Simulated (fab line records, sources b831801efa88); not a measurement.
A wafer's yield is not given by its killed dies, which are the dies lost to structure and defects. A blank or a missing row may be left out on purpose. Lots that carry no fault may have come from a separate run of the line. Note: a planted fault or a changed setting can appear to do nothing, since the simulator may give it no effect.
Which of the tools did it? || flow gf180mcu || 24 lots with 72 wafers sampled at 5 steps, on a route of 602 steps

## WHAT THE GAUGES SHOWED, per wafer
GF_V3_THK_MEAS_01. Usual: V3_CVD_00_THK 601 nm, standard deviation 6.4.
{"lot": "L074", "measured": "day 20 23:25", "on": "film metro-04", "V3_CVD_00_THK (nm)": "618 603 614", "flag": ""}
{"lot": "L075", "measured": "day 21 06:10", "on": "film metro-04", "V3_CVD_00_THK (nm)": "605 591 605", "flag": ""}
{"lot": "L076", "measured": "day 22 02:22", "on": "film metro-02", "V3_CVD_00_THK (nm)": "604 585 596", "flag": ""}
{"lot": "L077", "measured": "day 22 05:35", "on": "film metro-04", "V3_CVD_00_THK (nm)": "591 604 602", "flag": ""}
{"lot": "L078", "measured": "day 22 19:50", "on": "film metro-04", "V3_CVD_00_THK (nm)": "599 595 601", "flag": ""}
{"lot": "L080", "measured": "day 23 11:08", "on": "film metro-04", "V3_CVD_00_THK (nm)": "599 603 604", "flag": ""}
{"lot": "L079", "measured": "day 23 12:06", "on": "film metro-02", "V3_CVD_00_THK (nm)": "594 601 599", "flag": ""}
{"lot": "L081", "measured": "day 24 05:01", "on": "film metro-01", "V3_CVD_00_THK (nm)": "608 605 604", "flag": ""}
{"lot": "L082", "measured": "day 24 10:58", "on": "film metro-02", "V3_CVD_00_THK (nm)": "595 596 598", "flag": ""}
{"lot": "L083", "measured": "day 25 07:40", "on": "film metro-02", "V3_CVD_00_THK (nm)": "590 597 588", "flag": ""}
{"lot": "L085", "measured": "day 25 09:14", "on": "film metro-04", "V3_CVD_00_THK (nm)": "593 596 593", "flag": ""}
{"lot": "L084", "measured": "day 25 16:31", "on": "film metro-02", "V3_CVD_00_THK (nm)": "591 593 599", "flag": ""}
{"lot": "L086", "measured": "day 26 04:10", "on": "film metro-01", "V3_CVD_00_THK (nm)": "602 597 607", "flag": ""}
{"lot": "L087", "measured": "day 26 04:59", "on": "film metro-02", "V3_CVD_00_THK (nm)": "614 616 616", "flag": ""}
{"lot": "L088", "measured": "day 26 14:31", "on": "film metro-04", "V3_CVD_00_THK (nm)": "602 599 609", "flag": ""}
{"lot": "L089", "measured": "day 26 17:53", "on": "film metro-01", "V3_CVD_00_THK (nm)": "598 593 597", "flag": ""}
{"lot": "L090", "measured": "day 27 04:17", "on": "film metro-04", "V3_CVD_00_THK (nm)": "600 608 596", "flag": ""}
{"lot": "L092", "measured": "day 27 08:37", "on": "film metro-02", "V3_CVD_00_THK (nm)": "611 602 605", "flag": ""}
{"lot": "L091", "measured": "day 27 10:21", "on": "film metro-02", "V3_CVD_00_THK (nm)": "605 604 595", "flag": ""}
{"lot": "L093", "measured": "day 27 19:35", "on": "film metro-01", "V3_CVD_00_THK (nm)": "599 596 609", "flag": ""}
{"lot": "L094", "measured": "day 28 02:55", "on": "film metro-04", "V3_CVD_00_THK (nm)": "596 593 603", "flag": ""}
{"lot": "L095", "measured": "day 28 14:43", "on": "film metro-02", "V3_CVD_00_THK (nm)": "606 604 601", "flag": ""}
{"lot": "L096", "measured": "day 28 17:22", "on": "film metro-04", "V3_CVD_00_THK (nm)": "594 608 600", "flag": ""}
{"lot": "L097", "measured": "day 29 02:31", "on": "film metro-02", "V3_CVD_00_THK (nm)": "599 596 594", "flag": ""}

GF_MIM_THK_MEAS_11: measures by xrf. Usual: MIM_ALCU_THK 202.0 nm, standard deviation 2.2.
{"lot": "L074", "measured": "day 24 02:55", "on": "film metro-03", "MIM_ALCU_THK (nm)": "202.7 202.4 203.2", "flag": ""}
{"lot": "L075", "measured": "day 24 09:14", "on": "film metro-04", "MIM_ALCU_THK (nm)": "201.0 204.6 202.4", "flag": ""}
{"lot": "L076", "measured": "day 25 04:26", "on": "film metro-03", "MIM_ALCU_THK (nm)": "201.7 198.0 200.9", "flag": ""}
{"lot": "L077", "measured": "day 25 08:03", "on": "film metro-04", "MIM_ALCU_THK (nm)": "200.0 200.1 201.7", "flag": ""}
{"lot": "L078", "measured": "day 25 18:50", "on": "film metro-01", "MIM_ALCU_THK (nm)": "203.3 199.9 204.3", "flag": ""}
{"lot": "L080", "measured": "day 26 09:40", "on": "film metro-01", "MIM_ALCU_THK (nm)": "203.5 201.5 199.2", "flag": ""}
{"lot": "L079", "measured": "day 26 11:59", "on": "film metro-04", "MIM_ALCU_THK (nm)": "201.9 201.3 201.9", "flag": ""}
{"lot": "L081", "measured": "day 27 02:44", "on": "film metro-03", "MIM_ALCU_THK (nm)": "202.3 200.3 199.8", "flag": ""}
{"lot": "L082", "measured": "day 27 08:07", "on": "film metro-04", "MIM_ALCU_THK (nm)": "203.0 200.0 198.8", "flag": ""}
{"lot": "L083", "measured": "day 28 02:51", "on": "film metro-01", "MIM_ALCU_THK (nm)": "205.1 201.8 202.6", "flag": ""}
{"lot": "L085", "measured": "day 28 03:10", "on": "film metro-03", "MIM_ALCU_THK (nm)": "200.5 200.2 199.1", "flag": ""}
{"lot": "L084", "measured": "day 28 10:44", "on": "film metro-01", "MIM_ALCU_THK (nm)": "204.6 205.1 203.3", "flag": ""}
{"lot": "L086", "measured": "day 28 22:23", "on": "film metro-04", "MIM_ALCU_THK (nm)": "202.5 200.1 201.6", "flag": ""}
{"lot": "L087", "measured": "day 28 22:06", "on": "film metro-03", "MIM_ALCU_THK (nm)": "197.5 201.8 199.6", "flag": ""}
{"lot": "L088", "measured": "day 29 06:20", "on": "film metro-01", "MIM_ALCU_THK (nm)": "203.7 203.9 205.8", "flag": ""}
{"lot": "L089", "measured": "day 29 10:05", "on": "film metro-03", "MIM_ALCU_THK (nm)": "199.1 199.4 200.8", "flag": ""}
{"lot": "L090", "measured": "day 29 19:17", "on": "film metro-01", "MIM_ALCU_THK (nm)": "204.0 205.8 203.4", "flag": ""}
{"lot": "L092", "measured": "day 30 00:01", "on": "film metro-04", "MIM_ALCU_THK (nm)": "203.8 202.6 205.1", "flag": ""}
{"lot": "L091", "measured": "day 30 01:12", "on": "film metro-03", "MIM_ALCU_THK (nm)": "197.5 197.8 199.8", "flag": ""}
{"lot": "L093", "measured": "day 30 09:28", "on": "film metro-04", "MIM_ALCU_THK (nm)": "202.9 203.5 204.0", "flag": ""}
{"lot": "L094", "measured": "day 30 17:27", "on": "film metro-03", "MIM_ALCU_THK (nm)": "203.1 205.5 206.9", "flag": ""}
{"lot": "L095", "measured": "day 31 03:59", "on": "film metro-04", "MIM_ALCU_THK (nm)": "200.2 200.1 199.1", "flag": ""}
{"lot": "L096", "measured": "day 31 06:49", "on": "film metro-03", "MIM_ALCU_THK (nm)": "198.6 202.5 200.8", "flag": ""}
{"lot": "L097", "measured": "day 32 02:11", "on": "film metro-03", "MIM_ALCU_THK (nm)": "201.1 201.8 200.6", "flag": ""}

GF_V5_THK_MEAS_25: measures by xrf. Usual: V5_W_THK 351 nm, standard deviation 4.7.
{"lot": "L074", "measured": "day 26 21:41", "on": "film metro-02", "V5_W_THK (nm)": "347 345 349", "flag": ""}
{"lot": "L075", "measured": "day 27 02:22", "on": "film metro-01", "V5_W_THK (nm)": "346 352 346", "flag": ""}
{"lot": "L076", "measured": "day 27 21:31", "on": "film metro-02", "V5_W_THK (nm)": "354 353 360", "flag": ""}
{"lot": "L077", "measured": "day 28 00:41", "on": "film metro-02", "V5_W_THK (nm)": "350 348 353", "flag": ""}
{"lot": "L078", "measured": "day 28 10:22", "on": "film metro-04", "V5_W_THK (nm)": "354 358 355", "flag": ""}
{"lot": "L080", "measured": "day 29 00:50", "on": "film metro-01", "V5_W_THK (nm)": "359 356 348", "flag": ""}
{"lot": "L079", "measured": "day 29 01:32", "on": "film metro-02", "V5_W_THK (nm)": "348 352 351", "flag": ""}
{"lot": "L081", "measured": "day 29 16:04", "on": "film metro-04", "V5_W_THK (nm)": "348 348 347", "flag": ""}
{"lot": "L082", "measured": "day 29 21:05", "on": "film metro-02", "V5_W_THK (nm)": "347 347 349", "flag": ""}
{"lot": "L083", "measured": "day 30 15:21", "on": "film metro-04", "V5_W_THK (nm)": "351 355 353", "flag": ""}
{"lot": "L085", "measured": "day 30 15:41", "on": "film metro-02", "V5_W_THK (nm)": "348 350 343", "flag": ""}
{"lot": "L084", "measured": "day 30 21:38", "on": "film metro-01", "V5_W_THK (nm)": "355 359 351", "flag": ""}
{"lot": "L086", "measured": "day 31 20:34", "on": "film metro-04", "V5_W_THK (nm)": "354 352 356", "flag": ""}
{"lot": "L087", "measured": "day 31 19:59", "on": "film metro-02", "V5_W_THK (nm)": "347 353 351", "flag": ""}
{"lot": "L088", "measured": "day 31 23:25", "on": "film metro-01", "V5_W_THK (nm)": "347 350 352", "flag": ""}
{"lot": "L089", "measured": "day 31 23:15", "on": "film metro-01", "V5_W_THK (nm)": "342 339 345", "flag": ""}
{"lot": "L090", "measured": "day 32 04:07", "on": "film metro-04", "V5_W_THK (nm)": "351 356 351", "flag": ""}
{"lot": "L092", "measured": "day 32 10:36", "on": "film metro-04", "V5_W_THK (nm)": "354 353 354", "flag": ""}
{"lot": "L091", "measured": "day 32 11:29", "on": "film metro-04", "V5_W_THK (nm)": "355 363 364", "flag": ""}
{"lot": "L093", "measured": "day 32 23:05", "on": "film metro-04", "V5_W_THK (nm)": "356 356 354", "flag": ""}
{"lot": "L094", "measured": "day 32 21:58", "on": "film metro-01", "V5_W_THK (nm)": "351 357 352", "flag": ""}
{"lot": "L095", "measured": "day 32 22:12", "on": "film metro-04", "V5_W_THK (nm)": "341 345 343", "flag": ""}
{"lot": "L096", "measured": "day 32 23:15", "on": "film metro-01", "V5_W_THK (nm)": "346 343 343", "flag": ""}
{"lot": "L097", "measured": "day 34 03:49", "on": "film metro-01", "V5_W_THK (nm)": "347 356 353", "flag": ""}

## EACH LOT AND THE TOOL THAT RAN IT (in order: tool; ch and the chambers of the sampled wafers; start)
{"lot": "L074", "GF_V4_STRIP_18": "plasma asher-03 ch 0,1, day 24 01:05", "GF_V5_ETCH_17": "rie diel-03 ch 1,3, day 26 21:41 or earlier"}
{"lot": "L075", "GF_V4_STRIP_18": "plasma asher-04 ch 0,1, day 24 07:26", "GF_V5_ETCH_17": "rie diel-02 ch 0,3, day 27 02:22 or earlier"}
{"lot": "L076", "GF_V4_STRIP_18": "plasma asher-03 ch 0,1, day 25 02:17", "GF_V5_ETCH_17": "rie diel-01 ch 0,2,3, day 27 21:31 or earlier"}
{"lot": "L077", "GF_V4_STRIP_18": "plasma asher-03 ch 0,1, day 25 05:49", "GF_V5_ETCH_17": "rie diel-01 ch 0,3, day 28 00:41 or earlier"}
{"lot": "L078", "GF_V4_STRIP_18": "plasma asher-01 ch 0,1, day 25 17:05", "GF_V5_ETCH_17": "rie diel-03 ch 0,1,2, day 28 10:22 or earlier"}
{"lot": "L080", "GF_V4_STRIP_18": "plasma asher-04 ch 0,1, day 26 07:55", "GF_V5_ETCH_17": "rie diel-03 ch 1,2, day 29 00:50 or earlier"}
{"lot": "L079", "GF_V4_STRIP_18": "plasma asher-04 ch 0,1, day 26 10:14", "GF_V5_ETCH_17": "rie diel-01 ch 0,1,2, day 29 01:32 or earlier"}
{"lot": "L081", "GF_V4_STRIP_18": "plasma asher-03 ch 0,1, day 27 00:59", "GF_V5_ETCH_17": "rie diel-03 ch 2,3, day 29 16:04 or earlier"}
{"lot": "L082", "GF_V4_STRIP_18": "plasma asher-04 ch 0,1, day 27 06:22", "GF_V5_ETCH_17": "rie diel-03 ch 0,2,3, day 29 21:05 or earlier"}
{"lot": "L083", "GF_V4_STRIP_18": "plasma asher-04 ch 0,1, day 28 01:02", "GF_V5_ETCH_17": "rie diel-01 ch 1,2,3, day 30 15:21 or earlier"}
{"lot": "L085", "GF_V4_STRIP_18": "plasma asher-03 ch 0,1, day 28 01:11", "GF_V5_ETCH_17": "rie diel-03 ch 1,2, day 30 15:41 or earlier"}
{"lot": "L084", "GF_V4_STRIP_18": "plasma asher-01 ch 0,1, day 28 08:50", "GF_V5_ETCH_17": "rie diel-03 ch 2,3, day 30 21:38 or earlier"}
{"lot": "L086", "GF_V4_STRIP_18": "plasma asher-03 ch 0,1, day 28 20:19", "GF_V5_ETCH_17": "rie diel-01 ch 0,1,2, day 31 20:34 or earlier"}
{"lot": "L087", "GF_V4_STRIP_18": "plasma asher-01 ch 0, day 28 20:20", "GF_V5_ETCH_17": "rie diel-03 ch 0,1,3, day 31 19:59 or earlier"}
{"lot": "L088", "GF_V4_STRIP_18": "plasma asher-03 ch 0,1, day 29 04:34", "GF_V5_ETCH_17": "rie diel-01 ch 0,1, day 31 23:25 or earlier"}
{"lot": "L089", "GF_V4_STRIP_18": "plasma asher-03 ch 0,1, day 29 08:20", "GF_V5_ETCH_17": "rie diel-01 ch 0,2, day 31 23:15 or earlier"}
{"lot": "L090", "GF_V4_STRIP_18": "plasma asher-03 ch 1, day 29 17:29", "GF_V5_ETCH_17": "rie diel-02 ch 0,2,3, day 32 04:07 or earlier"}
{"lot": "L092", "GF_V4_STRIP_18": "plasma asher-01 ch 0,1, day 29 22:16", "GF_V5_ETCH_17": "rie diel-02 ch 0,1,2, day 32 10:36 or earlier"}
{"lot": "L091", "GF_V4_STRIP_18": "plasma asher-04 ch 0,1, day 29 23:20", "GF_V5_ETCH_17": "rie diel-03 ch 0,2,3, day 32 11:29 or earlier"}
{"lot": "L093", "GF_V4_STRIP_18": "plasma asher-01 ch 0,1, day 30 07:43", "GF_V5_ETCH_17": "rie diel-01 ch 2,3, day 32 23:05 or earlier"}
{"lot": "L094", "GF_V4_STRIP_18": "plasma asher-03 ch 0,1, day 30 15:41", "GF_V5_ETCH_17": "rie diel-02 ch 0,2,3, day 32 21:58 or earlier"}
{"lot": "L095", "GF_V4_STRIP_18": "plasma asher-03 ch 0, day 31 02:13", "GF_V5_ETCH_17": "rie diel-01 ch 0,1,3, day 32 22:12 or earlier"}
{"lot": "L096", "GF_V4_STRIP_18": "plasma asher-04 ch 0,1, day 31 04:59", "GF_V5_ETCH_17": "rie diel-02 ch 0,2, day 32 23:15 or earlier"}
{"lot": "L097", "GF_V4_STRIP_18": "plasma asher-01 ch 0,1, day 31 19:32", "GF_V5_ETCH_17": "rie diel-02 ch 0,1,3, day 34 03:49 or earlier"}
- GF_V4_STRIP_18: strips in O2/N2.
- GF_V5_ETCH_17: etches SiO2 in C4F8/O2/Ar, stops on TiN, target depth 855 nm.

## WHAT THE TOOLS THEMSELVES READ (means of the sampled wafers that have a number; where no wafer has one, the mark that the record gives instead)
GF_V4_STRIP_18. Usual: drypump motor current A 5.9 A, standard deviation 0.53; heater power w 326 W, standard deviation 20; n2 flow sccm 299.7 sccm, standard deviation 0.85; oes product au 0.592 a.u., standard deviation 0.0052.
{"lot": "L074", "tool": "plasma asher-03", "drypump motor current A (A)": 6.4, "heater power w (W)": 344, "n2 flow sccm (sccm)": 299.8, "oes product au (a.u.)": 0.591, "flag": ""}
{"lot": "L075", "tool": "plasma asher-04", "drypump motor current A (A)": 5.5, "heater power w (W)": 308, "n2 flow sccm (sccm)": 298.4, "oes product au (a.u.)": 0.592, "flag": ""}
{"lot": "L076", "tool": "plasma asher-03", "drypump motor current A (A)": 6.5, "heater power w (W)": 342, "n2 flow sccm (sccm)": 300.4, "oes product au (a.u.)": 0.597, "flag": ""}
{"lot": "L077", "tool": "plasma asher-03", "drypump motor current A (A)": 6.1, "heater power w (W)": 323, "n2 flow sccm (sccm)": 300.5, "oes product au (a.u.)": 0.591, "flag": ""}
{"lot": "L078", "tool": "plasma asher-01", "drypump motor current A (A)": 5.6, "heater power w (W)": 322, "n2 flow sccm (sccm)": 299.5, "oes product au (a.u.)": 0.590, "flag": ""}
{"lot": "L080", "tool": "plasma asher-04", "drypump motor current A (A)": 5.5, "heater power w (W)": 308, "n2 flow sccm (sccm)": 299.9, "oes product au (a.u.)": 0.593, "flag": ""}
{"lot": "L079", "tool": "plasma asher-04", "drypump motor current A (A)": 5.5, "heater power w (W)": 309, "n2 flow sccm (sccm)": 298.7, "oes product au (a.u.)": 0.595, "flag": ""}
{"lot": "L081", "tool": "plasma asher-03", "drypump motor current A (A)": 6.1, "heater power w (W)": 322, "n2 flow sccm (sccm)": 299.5, "oes product au (a.u.)": 0.595, "flag": ""}
{"lot": "L082", "tool": "plasma asher-04", "drypump motor current A (A)": 5.4, "heater power w (W)": 316, "n2 flow sccm (sccm)": 299.7, "oes product au (a.u.)": 0.588, "flag": ""}
{"lot": "L083", "tool": "plasma asher-04", "drypump motor current A (A)": 5.5, "heater power w (W)": 310, "n2 flow sccm (sccm)": 300.2, "oes product au (a.u.)": 0.594, "flag": ""}
{"lot": "L085", "tool": "plasma asher-03", "drypump motor current A (A)": 6.1, "heater power w (W)": 325, "n2 flow sccm (sccm)": 299.0, "oes product au (a.u.)": 0.586, "flag": ""}
{"lot": "L084", "tool": "plasma asher-01", "drypump motor current A (A)": 5.4, "heater power w (W)": 335, "n2 flow sccm (sccm)": 299.8, "oes product au (a.u.)": 0.597, "flag": ""}
{"lot": "L086", "tool": "plasma asher-03", "drypump motor current A (A)": 6.1, "heater power w (W)": 325, "n2 flow sccm (sccm)": 299.8, "oes product au (a.u.)": 0.592, "flag": ""}
{"lot": "L087", "tool": "plasma asher-01", "drypump motor current A (A)": 5.7, "heater power w (W)": 308, "n2 flow sccm (sccm)": 299.3, "oes product au (a.u.)": 0.597, "flag": ""}
{"lot": "L088", "tool": "plasma asher-03", "drypump motor current A (A)": 6.5, "heater power w (W)": 338, "n2 flow sccm (sccm)": 301.0, "oes product au (a.u.)": 0.590, "flag": ""}
{"lot": "L089", "tool": "plasma asher-03", "drypump motor current A (A)": 6.5, "heater power w (W)": 341, "n2 flow sccm (sccm)": 300.0, "oes product au (a.u.)": 0.594, "flag": ""}
{"lot": "L090", "tool": "plasma asher-03", "drypump motor current A (A)": 6.8, "heater power w (W)": 348, "n2 flow sccm (sccm)": 298.9, "oes product au (a.u.)": 0.592, "flag": ""}
{"lot": "L092", "tool": "plasma asher-01", "drypump motor current A (A)": 5.4, "heater power w (W)": 334, "n2 flow sccm (sccm)": 300.3, "oes product au (a.u.)": 0.585, "flag": ""}
{"lot": "L091", "tool": "plasma asher-04", "drypump motor current A (A)": 5.5, "heater power w (W)": 308, "n2 flow sccm (sccm)": 300.2, "oes product au (a.u.)": 0.587, "flag": ""}
{"lot": "L093", "tool": "plasma asher-01", "drypump motor current A (A)": 5.4, "heater power w (W)": 332, "n2 flow sccm (sccm)": 300.0, "oes product au (a.u.)": 0.593, "flag": ""}
{"lot": "L094", "tool": "plasma asher-03", "drypump motor current A (A)": 6.5, "heater power w (W)": 339, "n2 flow sccm (sccm)": 299.8, "oes product au (a.u.)": 0.595, "flag": ""}
{"lot": "L095", "tool": "plasma asher-03", "drypump motor current A (A)": 5.8, "heater power w (W)": 312, "n2 flow sccm (sccm)": 300.0, "oes product au (a.u.)": 0.588, "flag": ""}
{"lot": "L096", "tool": "plasma asher-04", "drypump motor current A (A)": 5.4, "heater power w (W)": 317, "n2 flow sccm (sccm)": 299.3, "oes product au (a.u.)": 0.590, "flag": ""}
{"lot": "L097", "tool": "plasma asher-01", "drypump motor current A (A)": 5.6, "heater power w (W)": 323, "n2 flow sccm (sccm)": 298.3, "oes product au (a.u.)": 0.597, "flag": ""}

GF_V5_ETCH_17. Usual: 0.865 a.u. for oes product au, sd 0.0044.
{"lot": "L074", "tool": "rie diel-03", "oes product au (a.u.)": 0.862, "flag": ""}
{"lot": "L075", "tool": "rie diel-02", "oes product au (a.u.)": 0.867, "flag": ""}
{"lot": "L076", "tool": "rie diel-01", "oes product au (a.u.)": 0.862, "flag": ""}
{"lot": "L077", "tool": "rie diel-01", "oes product au (a.u.)": 0.867, "flag": ""}
{"lot": "L078", "tool": "rie diel-03", "oes product au (a.u.)": 0.866, "flag": ""}
{"lot": "L080", "tool": "rie diel-03", "oes product au (a.u.)": 0.868, "flag": ""}
{"lot": "L079", "tool": "rie diel-01", "oes product au (a.u.)": 0.864, "flag": ""}
{"lot": "L081", "tool": "rie diel-03", "oes product au (a.u.)": 0.865, "flag": ""}
{"lot": "L082", "tool": "rie diel-03", "oes product au (a.u.)": 0.863, "flag": ""}
{"lot": "L083", "tool": "rie diel-01", "oes product au (a.u.)": 0.866, "flag": ""}
{"lot": "L085", "tool": "rie diel-03", "oes product au (a.u.)": 0.864, "flag": ""}
{"lot": "L084", "tool": "rie diel-03", "oes product au (a.u.)": 0.866, "flag": ""}
{"lot": "L086", "tool": "rie diel-01", "oes product au (a.u.)": 0.871, "flag": ""}
{"lot": "L087", "tool": "rie diel-03", "oes product au (a.u.)": 0.865, "flag": ""}
{"lot": "L088", "tool": "rie diel-01", "oes product au (a.u.)": 0.869, "flag": ""}
{"lot": "L089", "tool": "rie diel-01", "oes product au (a.u.)": 0.865, "flag": ""}
{"lot": "L090", "tool": "rie diel-02", "oes product au (a.u.)": 0.861, "flag": ""}
{"lot": "L092", "tool": "rie diel-02", "oes product au (a.u.)": 0.862, "flag": ""}
{"lot": "L091", "tool": "rie diel-03", "oes product au (a.u.)": 0.868, "flag": ""}
{"lot": "L093", "tool": "rie diel-01", "oes product au (a.u.)": 0.866, "flag": ""}
{"lot": "L094", "tool": "rie diel-02", "oes product au (a.u.)": 0.866, "flag": ""}
{"lot": "L095", "tool": "rie diel-01", "oes product au (a.u.)": 0.867, "flag": ""}
{"lot": "L096", "tool": "rie diel-02", "oes product au (a.u.)": 0.865, "flag": ""}
{"lot": "L097", "tool": "rie diel-02", "oes product au (a.u.)": 0.863, "flag": ""}

## THE ANSWER, worked out from the rows above alone
Rule: a lot is off if the mean of its wafers that have a number lies more than 3 standard deviations from the usual mean. Also off: a lot with no number at a reading for which 4 or more lots have one. Where the step has rows for the other lots, those lots are counted as sound. The gauges are gone through in route order, then the tools' own readings, and for those a lot's mean is taken as printed above. The first step at which some lot is off is used, and at that step the reading that is off furthest; a lot without a number counts as furthest.
Across all readings shown, no lot is off: no conclusion can be drawn from this.

## WHAT THE SIMULATOR PUT IN
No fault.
